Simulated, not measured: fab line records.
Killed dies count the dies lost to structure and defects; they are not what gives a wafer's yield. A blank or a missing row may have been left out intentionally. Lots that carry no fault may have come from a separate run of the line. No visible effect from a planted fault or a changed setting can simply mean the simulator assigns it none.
Lot-split experiment ; flow sfq line ; 23 wafers read across 5 lots, on a route 325 steps long

SPLIT DETAILS
At SFQ_TRILAYER_C5_LITHO_EXPOSE_152 (exposes mask C5, target cd 500 nm), the setting dose mj was moved away from the recipe's 21.3 on 9 of the 23 wafers read, by -4.7% to +3.5%. The other wafers ran this setting at the recipe's value.

FROM THE SPLIT TO THE READING: what the file shows between them, 2 steps
- SFQ_TRILAYER_C5_LITHO_PEB_154: peb time 60 s
- SFQ_TRILAYER_C5_LITHO_DEVELOP_153: time 60 s

THE READING
C5.cd nm (the simulator's own value, which no gauge read), in nm, at SFQ_TRILAYER_C5_BARC_OPEN_VIA_ETCH_210 (etches BARC in O2, target depth 125 nm, time 40.6 s). No usual value for it is given in the file. The 14 wafers here that ran the recipe average 499.7 nm, standard deviation 1.4 nm.

wafer;tool, chamber at the split;dose mj as run;against the recipe;C5.cd nm, nm;against lot-mates on the recipe
L074.1;krf scanner-01, 0;22.05;+3.5%;506.3;+6.7
L074.2;krf scanner-01, 0;21.3;recipe;500.6;-
L074.3;krf scanner-01, 0;21.3;recipe;498.7;-
L074.4;krf scanner-01, 0;22.05;+3.5%;507.2;+7.6
L074.6;krf scanner-01, 0;22.05;+3.5%;505.9;+6.2
L076.1;krf scanner-01, 0;21.3;recipe;500.7;-
L076.3;krf scanner-01, 0;21.3;recipe;500.7;-
L076.2;krf scanner-01, 0;20.72;-2.7%;496.5;-4.1
L076.5;krf scanner-01, 0;21.3;recipe;500.4;-
L076.6;krf scanner-01, 0;20.72;-2.7%;496.6;-4.0
L080.1;krf scanner-01, 0;21.3;recipe;497.4;-
L080.2;krf scanner-01, 0;20.53;-3.6%;492.6;-5.5
L080.3;krf scanner-01, 0;21.3;recipe;497.8;-
L080.4;krf scanner-01, 0;21.3;recipe;499;-
L080.5;krf scanner-01, 0;20.53;-3.6%;492.4;-5.7
L081.1;krf scanner-01, 0;21.3;recipe;497.6;-
L081.2;krf scanner-01, 0;21.3;recipe;498.9;-
L081.4;krf scanner-01, 0;20.3;-4.7%;491.7;-7.1
L081.5;krf scanner-01, 0;20.3;-4.7%;489.6;-9.2
L081.6;krf scanner-01, 0;21.3;recipe;499.9;-
L082.1;krf scanner-01, 0;21.3;recipe;501.9;-
L082.2;krf scanner-01, 0;21.3;recipe;501.6;-
L082.4;krf scanner-01, 0;21.3;recipe;501.1;-

THE FIT
A straight line over all 23 wafers: C5.cd nm changes by +1.86 nm for each +1% of dose mj; r = +0.95; the points scatter about the line by 1.4 nm.
The same after taking each lot's own level away (the mean of its wafers on the recipe; 23 wafers): +1.75 nm for each +1%; r = +0.98; scatter 0.75 nm.
According to that fit, moving dose mj by its largest amount changes the reading by 8.2 nm.
Measured against the standard deviation above, the lots' own levels, which go from 498.07 to 501.53 nm, span 2.4 times it.
The two slopes are in agreement: the lot-to-lot level therefore moves the slope only a little.
Check: for one of the wafers moved furthest among these (-4.7%), held out of the fit, the line's prediction against its lot-mates is -8.19 nm. Against them it came out at -7.1 nm.

ADDITIONAL SPLITS CARRIED BY THESE WAFERS
Note: prior to the reading, these wafers also went through further splits. Each is held against what the fit with the lots' levels taken away leaves over:
other split on the same wafers;wafers away from the commonest value;r with C5.cd nm (lot level and that fit taken away)
SFQ_TRILAYER_JJ_CE_LITHO_PEB_117 peb time s;9;+0.04
SFQ_TRILAYER_M5_LITHO_PEB_126 peb time s;8;-0.03
SFQ_TRILAYER_M5_ETCH_METAL_ETCH_126 icp w;7;+0.04
SFQ_TRILAYER_R5_DEP_SPUTTER_134 time s;11;+0.09
SFQ_TRILAYER_R5_LITHO_COAT_136 resist thk nm;8;+0.13
SFQ_TRILAYER_A5C_DEP_PECVD_142 time s;4;+0.21
SFQ_TRILAYER_I5_LITHO_PEB_147 peb temp c;8;+0.13

THE FILE'S OWN FIT
C5.cd nm changes by +1.7 nm for each +1% of dose mj, r = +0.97.
